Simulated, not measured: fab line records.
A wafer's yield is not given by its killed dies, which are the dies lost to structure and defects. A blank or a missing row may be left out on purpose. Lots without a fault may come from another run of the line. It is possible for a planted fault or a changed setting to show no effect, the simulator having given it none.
fab line records    flow gf180mcu
[record] lots = 5  wafers = 15  lastDay = 32
route steps=602 shown TOP_METAL@571 PASSIVATION@587
lots that met no fault: from a run of the same line without faults
startH: hours from the record's first day to the start of the lot's first wafer shown    waitH: hours from the lot's prior step to this one    " identical to the entry in the row above    L1.1+2: a single row standing in for several wafers    - no value present, or no start provided    * or withheld: withheld    < > ~ a bound
route shown NAME@n: names a module that has steps shown in the file, with the first one's number in the route    usual: average and standard deviation across the fault-free wafers    same: alike in all rows    chamber/n: place in a boat    sites: the reading at each site    _std_site: the standard deviation of these    _edge_site: inner sites' mean taken away from outer sites' mean    radiusMm: for every site, how far away it sits from the centre of the wafer    mask NAME#n: copy n    behind: tool/chamber where the wafer was last shaped    hold: the reason the lot was held/the length of the hold in hours/how it ended    device: the transistor (n, p or np) that didn't switch    end of line: the route-end tests of the same wafers    a step without rows: its recipe alone    killed: dies lost to structure and defects at the first sort, not the wafer's yield    map: a wafer's dies, marking killed ones x, the rest . and places with no die _
set.NAME: the run value of the setting; set.NAME@STEP: its run value at that earlier step    model.NAME: the simulator's own value behind a step, which no gauge read
a table for each step, a row for each wafer; lots at some steps of the route
services: a tool's chamber out of use, with start hour (startH, from the record's first day; less than 0 if before it), hours out, and reason
[[steps]]
[step GF_TOP_METAL_SPUTTER_04]
[recipe] material = TiN  targetThkNm = 25  powerW = 6500  timeS = 20.8  chamberPressurePa = 0.4
[usual] throttleValvePct = 29.8/0.95
lot.wafer  tool           chamber  startH  waitH  throttleValvePct
L075.1     pvdSputter-02  -        636.27  0.0    28.4
L075.2     "              -        "       "      29.4
L075.4     "              -        "       "      31.0
L077.1     pvdSputter-04  -        652.97  0.0    30.7
L077.4     "              -        "       "      29.9
L077.6     "              -        "       "      31.1
L078.2     pvdSputter-04  -        658.11  0.0    31.4
L078.3     "              -        "       "      30.7
L078.6     "              -        "       "      31.0
L082.4     pvdSputter-02  -        691.76  0.0    29.2
L082.5     "              -        "       "      28.8
L082.6     "              -        "       "      28.6
L089.1     pvdSputter-04  -        733.22  0.0    30.0
L089.2     "              -        "       "      30.4
L089.4     "              -        "       "      31.0
[step GF_TOP_METAL_RS_MEAS_05]
[recipe] thkMeasGauge = four-point-probe  reads = TiN_of_TOP_METAL_SPUTTER_04+Ti_of_TOP_METAL_SPUTTER_03+AlCu_of_TOP_METAL_SPUTTER_02+TiN_of_TOP_METAL_SPUTTER_01+Ti_of_TOP_METAL_SPUTTER_00
[usual] TOP_METAL_ALCU_RS = 0.0327/0.00033
lot.wafer  tool          chamber  startH  waitH  TOP_METAL_ALCU_RS[ohm/sq]
L075.1     filmMetro-04  -        636.30  0.0    0.0325
L075.2     "             -        "       "      0.0327
L075.4     "             -        "       "      0.0327
L077.1     filmMetro-02  -        653.00  0.0    0.0326
L077.4     "             -        "       "      0.0328
L077.6     "             -        "       "      0.0322
L078.2     filmMetro-03  -        658.16  0.0    0.0319
L078.3     "             -        "       "      0.0324
L078.6     "             -        "       "      0.0320
L082.4     filmMetro-04  -        691.85  0.1    0.0329
L082.5     "             -        "       "      0.0330
L082.6     "             -        "       "      0.0330
L089.1     filmMetro-03  -        733.25  0.0    0.0329
L089.2     "             -        "       "      0.0329
L089.4     "             -        "       "      0.0324
[step GF_TOP_METAL_THK_MEAS_06]
[recipe] thkMeasGauge = xrf  reads = AlCu_of_TOP_METAL_SPUTTER_02
[usual] TOP_METAL_ALCU_THK = 903/10
lot.wafer  tool          chamber  startH  waitH  TOP_METAL_ALCU_THK[nm]
L075.1     filmMetro-04  -        636.42  0.1    906
L075.2     "             -        "       "      903
L075.4     "             -        "       "      902
L077.1     filmMetro-02  -        653.12  0.1    917
L077.4     "             -        "       "      910
L077.6     "             -        "       "      932
L078.2     filmMetro-03  -        658.27  0.1    920
L078.3     "             -        "       "      907
L078.6     "             -        "       "      912
L082.4     filmMetro-04  -        691.94  0.1    887
L082.5     "             -        "       "      889
L082.6     "             -        "       "      891
L089.1     filmMetro-03  -        733.37  0.1    894
L089.2     "             -        "       "      893
L089.4     "             -        "       "      907
[step GF_TOP_METAL_DEHYDRATE_07]
[recipe] tempC = 200  timeS = 60
lot.wafer   tool           chamber  startH  waitH
L075.1+2+4  lithoTrack-04  0        645.38  8.9
L077.1+4+6  lithoTrack-01  0        661.94  8.8
L078.2+3+6  lithoTrack-03  0        667.30  9.0
L082.4+5+6  lithoTrack-03  0        700.70  8.8
L089.1+2+4  lithoTrack-04  0        741.03  7.6
[step GF_TOP_METAL_HMDS_08]
[recipe] primeTimeS = 60  primeTempC = 120
lot.wafer   tool           chamber  startH  waitH
L075.1+2+4  lithoTrack-04  0        645.53  0.1
L077.1+4+6  lithoTrack-01  0        662.09  0.1
L078.2+3+6  lithoTrack-03  0        667.45  0.1
L082.4+5+6  lithoTrack-03  0        700.85  0.1
L089.1+2+4  lithoTrack-04  0        741.18  0.1
[step GF_TOP_METAL_COAT_09]
[recipe] resist = NOVOLAK  spinRpm = 3000  resistThkNm = 1500
lot.wafer   tool           chamber  startH  waitH
L075.1+2+4  lithoTrack-04  0        645.68  0.1
L077.1+4+6  lithoTrack-01  0        662.24  0.1
L078.2+3+6  lithoTrack-03  0        667.60  0.1
L082.4+5+6  lithoTrack-03  0        701.00  0.1
L089.1+2+4  lithoTrack-04  0        741.33  0.1
[step GF_TOP_METAL_SOFTBAKE_10]
[recipe] tempC = 90  timeS = 60  resist = NOVOLAK
lot.wafer   tool           chamber  startH  waitH
L075.1+2+4  lithoTrack-04  0        645.83  0.1
L077.1+4+6  lithoTrack-01  0        662.39  0.1
L078.2+3+6  lithoTrack-03  0        667.75  0.1
L082.4+5+6  lithoTrack-03  0        701.15  0.1
L089.1+2+4  lithoTrack-04  0        741.48  0.1
[step GF_TOP_METAL_EXPOSE_11]
[recipe] maskId = MetalTop  targetCdNm = 440  na = 0.6  sourceShape = conventional  sigmaOuter = 0.6  doseMj = 170
[usual] stageVelMmS = 499.97/0.24
lot.wafer  tool             chamber  startH  waitH  mask        stageVelMmS
L075.1     ilineStepper-01  0        -       -      MetalTop#0  500.03
L075.2     "                0        "       "      MetalTop#0  499.60
L075.4     "                0        "       "      MetalTop#0  499.48
L077.1     ilineStepper-01  0        -       -      MetalTop#0  499.66
L077.4     "                0        "       "      MetalTop#0  499.67
L077.6     "                0        "       "      MetalTop#0  500.24
L078.2     ilineStepper-02  0        -       -      MetalTop#0  500.03
L078.3     "                0        "       "      MetalTop#0  499.83
L078.6     "                0        "       "      MetalTop#0  499.81
L082.4     ilineStepper-02  0        -       -      MetalTop#0  499.78
L082.5     "                0        "       "      MetalTop#0  499.79
L082.6     "                0        "       "      MetalTop#0  500.17
L089.1     ilineStepper-02  0        -       -      MetalTop#0  500.05
L089.2     "                0        "       "      MetalTop#0  499.93
L089.4     "                0        "       "      MetalTop#0  500.11
[step GF_TOP_METAL_PEB_12]
[recipe] tempC = withheld  timeS = *  resist = NOVOLAK
lot.wafer   tool           chamber  startH  waitH
L075.1+2+4  lithoTrack-03  0        -       -
L077.1+4+6  lithoTrack-04  0        -       -
L078.2+3+6  lithoTrack-01  0        -       -
L082.4+5+6  lithoTrack-03  0        -       -
L089.1+2+4  lithoTrack-01  0        -       -
[step GF_TOP_METAL_DEVELOP_13]
[recipe] developTimeS = 60  devTempC = 23
[same] developTimeS = 60
lot.wafer   tool           chamber  startH  waitH
L075.1+2+4  lithoTrack-03  0        655.43  0.1
L077.1+4+6  lithoTrack-04  0        671.88  0.1
L078.2+3+6  lithoTrack-01  0        677.26  0.1
L082.4+5+6  lithoTrack-03  0        710.05  0.1
L089.1+2+4  lithoTrack-01  0        749.93  0.1
[step GF_TOP_METAL_CD_MEAS_14]
[recipe] targetCdNm = 440
[usual] cdNm = 440.0/2
lot.wafer  tool      chamber  startH  waitH  cdNm
L075.1     cdSem-01  -        655.58  0.1    440.5
L075.2     "         -        "       "      442.5
L075.4     "         -        "       "      440.0
L077.1     cdSem-01  -        672.03  0.1    441.7
L077.4     "         -        "       "      439.9
L077.6     "         -        "       "      440.1
L078.2     cdSem-01  -        677.41  0.1    435.4
L078.3     "         -        "       "      439.4
L078.6     "         -        "       "      437.3
L082.4     cdSem-01  -        710.19  0.1    440.3
L082.5     "         -        "       "      439.2
L082.6     "         -        "       "      439.9
L089.1     cdSem-01  -        750.08  0.1    443.2
L089.2     "         -        "       "      440.8
L089.4     "         -        "       "      444.1
[step GF_TOP_METAL_OVL_MEAS_15]
[usual] TOP_METAL_OVL = -0.8/1.3
lot.wafer  tool        chamber  startH  waitH  TOP_METAL_OVL[nm]
L075.1     overlay-01  -        655.70  0.1    -0.6
L075.2     "           -        "       "      -0.1
L075.4     "           -        "       "      0.3
L077.1     overlay-01  -        672.15  0.1    0.0
L077.4     "           -        "       "      0.2
L077.6     "           -        "       "      0.8
L078.2     overlay-02  -        677.51  0.1    0.7
L078.3     "           -        "       "      0.6
L078.6     "           -        "       "      0.8
L082.4     overlay-02  -        710.26  0.1    -0.6
L082.5     "           -        "       "      -1.0
L082.6     "           -        "       "      -1.8
L089.1     overlay-02  -        750.20  0.1    0.5
L089.2     "           -        "       "      0.9
L089.4     "           -        "       "      -1.6
[step GF_TOP_METAL_METAL_ETCH_16]
[recipe] chemistry = Cl2/BCl3  maskMaterial = NOVOLAK  targetDepthNm = 1197  stopOn = SiO2  pressureMtorr = 8  icpW = 800  biasW = 140  Cl2_flow_sccm = 80  bcl3FlowSccm = 40  timeS = 199.5
[usual] drypumpMotorCurrentA = 5.4/0.46  oesProductAu = 0.989/0.005  throttleValvePct = 28.231/0.01
lot.wafer  tool         chamber  startH  waitH  drypumpMotorCurrentA  oesProductAu  rfHoursCounterH  throttleValvePct
L075.1     rieMetal-02  0        655.73  0.0    5.3                   0.995         1                28.236
L075.2     "            1        "       "      6.4                   0.984         13               28.211
L075.4     "            1        "       "      6.5                   0.991         -                28.228
L077.1     rieMetal-01  1        672.18  0.0    5.0                   0.992         3                28.237
L077.4     "            1        "       "      5.0                   0.989         -                28.236
L077.6     "            1        "       "      5.0                   0.986         -                28.231
L078.2     rieMetal-04  0        677.54  0.0    5.2                   0.986         6                28.205
L078.3     "            0        "       "      5.2                   0.994         -                28.230
L078.6     "            0        "       "      5.2                   0.988         -                28.239
L082.4     rieMetal-01  1        710.35  0.1    5.0                   0.992         -                28.241
L082.5     "            0        "       "      5.6                   0.991         -                28.234
L082.6     "            1        "       "      5.0                   0.986         -                28.231
L089.1     rieMetal-04  0        750.24  0.0    5.2                   0.983         10               28.212
L089.2     "            1        "       "      5.0                   0.989         16               28.224
L089.4     "            0        "       "      5.2                   0.998         -                28.228
[step GF_TOP_METAL_STRIP_17]
[recipe] chemistry = O2/N2  powerW = 1400  pressureMtorr = 1500  platenTempC = 250  o2FlowSccm = 3000  n2FlowSccm = 300  overashFraction = 0.5
[usual] drypumpMotorCurrentA = 6.0/0.46  heaterPowerW = 309/31  oesProductAu = 0.710/0.0045  stripTimeToEndpointS = 12.91/0.068
[same] overashFraction = 0.5
lot.wafer  tool            chamber  startH  waitH  drypumpMotorCurrentA  heaterPowerW  oesProductAu  rfHoursCounterH  stripTimeToEndpointS
L075.1     plasmaAsher-04  0        655.92  0.1    6.6                   318           0.715         100              13.00
L075.2     "               1        "       "      6.6                   322           0.713         100              12.81
L075.4     "               0        "       "      6.6                   317           0.711         -                12.82
L077.1     plasmaAsher-04  0        672.57  0.3    6.6                   312           0.705         102              12.89
L077.4     "               0        "       "      6.6                   316           0.713         -                12.88
L077.6     "               1        "       "      6.6                   325           0.706         -                12.84
L078.2     plasmaAsher-04  1        677.73  0.1    6.7                   335           0.711         103              12.85
L078.3     "               1        "       "      6.7                   320           0.712         -                12.87
L078.6     "               1        "       "      6.6                   325           0.699         -                12.85
L082.4     plasmaAsher-04  1        710.51  0.1    6.6                   324           0.708         -                12.77
L082.5     "               0        "       "      6.6                   322           0.710         -                12.78
L082.6     "               1        "       "      6.6                   328           0.713         -                12.81
L089.1     plasmaAsher-03  0        750.43  0.1    5.4                   258           0.701         105              12.96
L089.2     "               1        "       "      5.9                   321           0.714         105              12.99
L089.4     "               1        "       "      5.9                   327           0.709         -                12.97
[step GF_TOP_METAL_STRIP_18]
[recipe] chemistry = postEtchResidueRemover  timeS = 1200  tempC = 72.5
[usual] bathHeatDutyPct = 14.0/2.1
lot.wafer  tool         chamber  startH  waitH  bathHeatDutyPct
L075.1     wetBench-04  1        656.02  0.1    11.9
L075.2     "            1        "       "      11.9
L075.4     "            1        "       "      12.0
L077.1     wetBench-01  1        672.67  0.1    13.7
L077.4     "            1        "       "      15.2
L077.6     "            1        "       "      15.3
L078.2     wetBench-04  0        677.83  0.1    13.2
L078.3     "            0        "       "      12.6
L078.6     "            0        "       "      14.2
L082.4     wetBench-03  2        710.57  0.0    15.8
L082.5     "            2        "       "      14.6
L082.6     "            2        "       "      14.6
L089.1     wetBench-03  0        750.53  0.1    9.3
L089.2     "            0        "       "      11.3
L089.4     "            0        "       "      11.1
[step GF_TOP_METAL_CLEAN_19]
[recipe] chemistry = DIW  dry = n2Spin
lot.wafer   tool         chamber  startH  waitH
L075.1+2+4  wetBench-01  2        656.40  0.0
L077.1+4+6  wetBench-04  2        673.04  0.0
L078.2+3+6  wetBench-01  2        678.21  0.0
L082.4+5+6  wetBench-04  1        710.95  0.0
L089.1+2+4  wetBench-03  3        750.87  0.0
[step GF_PASSIVATION_CVD_00]
[recipe] material = SiO2  targetThkNm = 1000  precursor = TEOS  tempC = 400  timeS = 116  rfW = 600
[usual] heaterPowerOuterW = 377/60  heaterPowerW = 654/99
lot.wafer  tool      chamber  startH  waitH  heaterPowerOuterW  heaterPowerW
L075.1     pecvd-03  1        656.49  0.0    423                722
L075.2     "         2        "       "      328                568
L075.4     "         2        "       "      361                611
L077.1     pecvd-03  1        673.15  0.0    424                727
L077.4     "         1        "       "      451                762
L077.6     "         0        "       "      476                826
L078.2     pecvd-02  2        678.30  0.0    297                519
L078.3     "         0        "       "      407                669
L078.6     "         2        "       "      328                550
L082.4     pecvd-04  0        711.08  0.0    378                619
L082.5     "         2        "       "      336                555
L082.6     "         1        "       "      344                574
L089.1     pecvd-02  0        750.96  0.0    417                675
L089.2     "         2        "       "      273                493
L089.4     "         1        "       "      420                755
[step GF_PASSIVATION_THK_MEAS_01]
[recipe] reads = SiO2_of_PASSIVATION_CVD_00
[usual] PASSIVATION_CVD_00_THK = 1031/13
lot.wafer  tool          chamber  startH  waitH  PASSIVATION_CVD_00_THK[nm]
L075.1     filmMetro-02  -        656.57  0.0    1035
L075.2     "             -        "       "      1039
L075.4     "             -        "       "      1046
L077.1     filmMetro-01  -        673.23  0.0    1033
L077.4     "             -        "       "      1052
L077.6     "             -        "       "      1046
L078.2     filmMetro-02  -        678.39  0.0    1019
L078.3     "             -        "       "      1024
L078.6     "             -        "       "      1037
L082.4     filmMetro-02  -        711.15  0.0    1037
L082.5     "             -        "       "      1027
L082.6     "             -        "       "      1042
L089.1     filmMetro-01  -        751.04  0.0    1015
L089.2     "             -        "       "      1015
L089.4     "             -        "       "      1033
[step GF_PASSIVATION_CVD_02]
[recipe] material = Si3N4  targetThkNm = 700  timeS = 486.18  tempC = 400  rfW = 450
[usual] heaterPowerOuterW = 402/56  heaterPowerW = 671/87
lot.wafer  tool      chamber  startH  waitH  heaterPowerOuterW  heaterPowerW
L075.1     pecvd-04  1        656.63  0.1    370                638
L075.2     "         0        "       "      390                657
L075.4     "         2        "       "      471                734
L077.1     pecvd-04  0        673.29  0.1    394                659
L077.4     "         1        "       "      331                577
L077.6     "         0        "       "      403                675
L078.2     pecvd-04  0        678.44  0.0    380                641
L078.3     "         1        "       "      323                563
L078.6     "         2        "       "      495                748
L082.4     pecvd-02  2        711.32  0.2    349                586
L082.5     "         1        "       "      411                754
L082.6     "         0        "       "      450                736
L089.1     pecvd-03  0        751.10  0.1    484                818
L089.2     "         2        "       "      362                596
L089.4     "         0        "       "      498                880
[step GF_PASSIVATION_THK_MEAS_03]
[recipe] reads = Si3N4_of_PASSIVATION_CVD_02
[usual] PASSIVATION_CVD_02_THK = 700/8.5
lot.wafer  tool          chamber  startH  waitH  PASSIVATION_CVD_02_THK[nm]
L075.1     filmMetro-01  -        656.91  0.1    691
L075.2     "             -        "       "      695
L075.4     "             -        "       "      711
L077.1     filmMetro-04  -        673.57  0.1    687
L077.4     "             -        "       "      698
L077.6     "             -        "       "      707
L078.2     filmMetro-04  -        678.73  0.2    669
L078.3     "             -        "       "      682
L078.6     "             -        "       "      692
L082.4     filmMetro-02  -        711.49  0.0    701
L082.5     "             -        "       "      709
L082.6     "             -        "       "      695
L089.1     filmMetro-04  -        751.39  0.1    698
L089.2     "             -        "       "      699
L089.4     "             -        "       "      712
[step GF_PASSIVATION_DEHYDRATE_04]
[recipe] tempC = 200  timeS = 60
lot.wafer   tool           chamber  startH  waitH
L075.1+2+4  lithoTrack-02  0        665.89  9.0
L077.1+4+6  lithoTrack-01  0        682.59  9.0
L078.2+3+6  lithoTrack-02  0        687.11  8.4
L082.4+5+6  lithoTrack-04  0        719.80  8.3
L089.1+2+4  lithoTrack-02  0        758.93  7.5
[step GF_PASSIVATION_HMDS_05]
[recipe] primeTimeS = 60  primeTempC = 120
lot.wafer   tool           chamber  startH  waitH
L075.1+2+4  lithoTrack-02  0        666.04  0.1
L077.1+4+6  lithoTrack-01  0        682.74  0.1
L078.2+3+6  lithoTrack-02  0        687.26  0.1
L082.4+5+6  lithoTrack-04  0        719.95  0.1
L089.1+2+4  lithoTrack-02  0        759.08  0.1
[step GF_PASSIVATION_COAT_06]
[recipe] spinRpm = 2000  resistThkNm = 4000
lot.wafer   tool           chamber  startH  waitH
L075.1+2+4  lithoTrack-02  0        666.19  0.1
L077.1+4+6  lithoTrack-01  0        682.89  0.1
L078.2+3+6  lithoTrack-02  0        687.41  0.1
L082.4+5+6  lithoTrack-04  0        720.10  0.1
L089.1+2+4  lithoTrack-02  0        759.23  0.1
[step GF_PASSIVATION_SOFTBAKE_07]
[recipe] tempC = 110  timeS = withheld
lot.wafer   tool           chamber  startH  waitH
L075.1+2+4  lithoTrack-02  0        666.34  0.1
L077.1+4+6  lithoTrack-01  0        683.04  0.1
L078.2+3+6  lithoTrack-02  0        687.57  0.1
L082.4+5+6  lithoTrack-04  0        720.28  0.1
L089.1+2+4  lithoTrack-02  0        759.38  0.1
[step GF_PASSIVATION_EXPOSE_08]
[recipe] maskId = Pad  targetCdNm = 40000  na = 0.57  doseMj = 310
[usual] stageVelMmS = 500.04/0.24
lot.wafer  tool             chamber  startH  waitH  mask   stageVelMmS
L075.1     ilineStepper-02  0        -       -      Pad#0  500.13
L075.2     "                0        "       "      Pad#0  499.99
L075.4     "                0        "       "      Pad#0  500.04
L077.1     ilineStepper-02  0        -       -      Pad#0  499.69
L077.4     "                0        "       "      Pad#0  499.57
L077.6     "                0        "       "      Pad#0  499.89
L078.2     ilineStepper-02  0        -       -      Pad#0  499.94
L078.3     "                0        "       "      Pad#0  500.05
L078.6     "                0        "       "      Pad#0  499.95
L082.4     ilineStepper-02  0        -       -      Pad#0  499.89
L082.5     "                0        "       "      Pad#0  499.54
L082.6     "                0        "       "      Pad#0  499.95
L089.1     ilineStepper-01  0        -       -      Pad#0  500.05
L089.2     "                0        "       "      Pad#0  500.09
L089.4     "                0        "       "      Pad#0  500.26
[step GF_PASSIVATION_PEB_09]
[recipe] tempC = 115  timeS = withheld
lot.wafer   tool           chamber  startH  waitH
L075.1+2+4  lithoTrack-02  0        -       -
L077.1+4+6  lithoTrack-04  0        -       -
L078.2+3+6  lithoTrack-02  0        -       -
L082.4+5+6  lithoTrack-04  0        -       -
L089.1+2+4  lithoTrack-02  0        -       -
[step GF_PASSIVATION_DEVELOP_10]
[recipe] developTimeS = 60  devTempC = 23
[same] developTimeS = 60
lot.wafer   tool           chamber  startH  waitH
L075.1+2+4  lithoTrack-02  0        -       -
L077.1+4+6  lithoTrack-04  0        -       -
L078.2+3+6  lithoTrack-02  0        -       -
L082.4+5+6  lithoTrack-04  0        -       -
L089.1+2+4  lithoTrack-02  0        -       -
[step GF_PASSIVATION_ETCH_11]
[recipe] chemistry = CF4/O2  targetDepthNm = 2040  stopOn = TiN  sourceW = 800  biasW = 150  pressureMtorr = 150  cf4FlowSccm = 80  O2_flow_sccm = 10  timeS = 453.3
[usual] drypumpMotorCurrentA = 5.7/0.43  oesProductAu = 0.990/0.0054  throttleValvePct = 5.968/0.0089
lot.wafer  tool        chamber  startH  waitH  drypumpMotorCurrentA  oesProductAu  rfHoursCounterH  throttleValvePct
L075.1     rieDiel-01  2        676.34  -      5.8                   0.988         29               5.984
L075.2     "           1        "       "      6.4                   0.988         42               5.968
L075.4     "           0        "       "      5.4                   0.986         8                5.965
L077.1     rieDiel-01  2        692.78  -      5.8                   0.979         29               5.969
L077.4     "           3        "       "      5.6                   0.983         22               5.953
L077.6     "           2        "       "      5.9                   0.999         -                5.971
L078.2     rieDiel-02  3        697.19  -      5.8                   0.991         9                5.959
L078.3     "           0        "       "      5.6                   0.991         41               5.974
L078.6     "           0        "       "      5.6                   0.990         -                5.966
L082.4     rieDiel-02  1        728.83  -      5.3                   1.001         49               5.947
L082.5     "           0        "       "      5.6                   0.990         -                5.964
L082.6     "           3        "       "      5.8                   0.979         -                5.952
L089.1     rieDiel-02  0        767.28  -      5.6                   0.992         45               5.953
L089.2     "           2        "       "      4.9                   0.996         43               5.975
L089.4     "           2        "       "      4.9                   0.994         -                5.981
[step GF_PASSIVATION_STRIP_12]
[recipe] chemistry = O2/N2  powerW = 1400  pressureMtorr = 1500  platenTempC = 250  o2FlowSccm = 3000  n2FlowSccm = 300  overashFraction = 0.5
[usual] drypumpMotorCurrentA = 5.71/0.27  heaterPowerW = 308/38  oesProductAu = 0.718/0.005  stripTimeToEndpointS = 32.98/0.23
[same] overashFraction = 0.5
lot.wafer  tool            chamber  startH  waitH  drypumpMotorCurrentA  heaterPowerW  oesProductAu  rfHoursCounterH  stripTimeToEndpointS
L075.1     plasmaAsher-01  1        676.60  0.1    5.97                  356           0.721         53               32.90
L075.2     "               0        "       "      5.33                  269           0.710         53               33.06
L075.4     "               1        "       "      5.97                  355           0.720         -                33.40
L077.1     plasmaAsher-02  1        693.05  0.1    5.96                  283           0.730         28               33.21
L077.4     "               1        "       "      5.95                  287           0.721         -                33.45
L077.6     "               1        "       "      5.94                  278           0.720         -                32.97
L078.2     plasmaAsher-01  1        697.45  0.1    5.98                  356           0.719         55               32.89
L078.3     "               0        "       "      5.33                  274           0.715         -                32.88
L078.6     "               0        "       "      5.26                  265           0.722         -                32.60
L082.4     plasmaAsher-03  0        729.13  0.2    5.41                  267           0.718         -                32.89
L082.5     "               0        "       "      5.42                  262           0.712         -                32.80
L082.6     "               1        "       "      5.85                  330           0.721         -                32.81
L089.1     plasmaAsher-01  1        767.55  0.1    5.97                  360           0.727         62               32.82
L089.2     "               0        "       "      5.34                  270           0.713         62               32.87
L089.4     "               1        "       "      5.98                  350           0.718         -                32.90
[step GF_PASSIVATION_ANNEAL_13]
[recipe] tempC = 400  timeS = 1800  ambient = N2/H2  idleTempC = 300  rampUpCPerMin = 10  rampDownCPerMin = 3
[usual] spikeTcBottomC = 421/4  tubeCenterTempC = 400/0.038  zonePowerLowerPct = 4.24/0.24
lot.wafer  tool        chamber  startH  waitH  spikeTcBottomC  tubeCenterTempC  zonePowerLowerPct
L075.1     furnace-01  0        676.70  0.1    418             400.05           4.45
L075.2     "           0        "       "      417             400.05           4.46
L075.4     "           0        "       "      416             400.01           4.53
L077.1     furnace-02  0        693.15  0.1    425             400.04           4.02
L077.4     "           0        "       "      425             399.95           4.02
L077.6     "           0        "       "      425             400.02           4.03
L078.2     furnace-02  0        697.55  0.1    423             399.97           3.99
L078.3     "           0        "       "      426             400.05           3.94
L078.6     "           0        "       "      425             399.98           4.03
L082.4     furnace-02  0        729.20  0.0    425             399.95           4.01
L082.5     "           0        "       "      425             400.04           3.94
L082.6     "           0        "       "      426             399.91           4.03
L089.1     furnace-01  0        767.65  0.1    417             399.98           4.47
L089.2     "           0        "       "      416             400.04           4.37
L089.4     "           0        "       "      418             400              4.55
[step GF_PASSIVATION_BOW_MEAS_14]
[recipe] mode = bow
[usual] PASSIVATION_BOW = 136/9.1
lot.wafer  tool          chamber  startH  waitH  PASSIVATION_BOW[um]
L075.1     filmMetro-01  -        678.20  0.0    130
L075.2     "             -        "       "      118
L075.4     "             -        "       "      143
L077.1     filmMetro-01  -        694.65  0.0    140
L077.4     "             -        "       "      160
L077.6     "             -        "       "      136
L078.2     filmMetro-02  -        699.07  0.0    136
L078.3     "             -        "       "      148
L078.6     "             -        "       "      126
L082.4     filmMetro-01  -        730.76  0.1    142
L082.5     "             -        "       "      127
L082.6     "             -        "       "      141
L089.1     filmMetro-04  -        769.15  0.0    130
L089.2     "             -        "       "      134
L089.4     "             -        "       "      127
[[services]]
tool             chamber  startH  hours  kind
wetBench-03      -        616.38  1.1    repair
rieDiel-02       2        625.80  12.1   repair
pvdSputter-02    -        653.30  2.3    repair
ilineStepper-01  -        663.41  1.7    pm
plasmaAsher-01   -        664.47  2.7    repair
rieMetal-02      -        665.53  1.0    repair
pvdSputter-02    -        673.75  9.5    repair
ilineStepper-02  -        675.37  1.7    pm
pvdSputter-04    -        686.18  11.5   repair
rieMetal-01      -        688.51  0.7    repair
pecvd-04         -        701.11  0.3    repair
pvdSputter-04    -        701.39  3.7    repair
rieMetal-04      -        706.83  7.6    repair
rieDiel-01       0        711.31  6.1    repair
pvdSputter-02    -        718.23  3.1    repair
wetBench-03      -        719.76  4.7    repair
pvdSputter-04    -        720.30  0.7    repair
plasmaAsher-04   -        733.75  9.0    pm
plasmaAsher-04   -        743.88  3.6    repair
furnace-02       -        745.10  4.6    pm
plasmaAsher-02   -        753.74  3.7    repair
rieDiel-02       1        754.12  12.2   repair
furnace-01       -        754.38  3.4    pm
plasmaAsher-03   -        758.69  14.6   pm
[[key]]
fault none
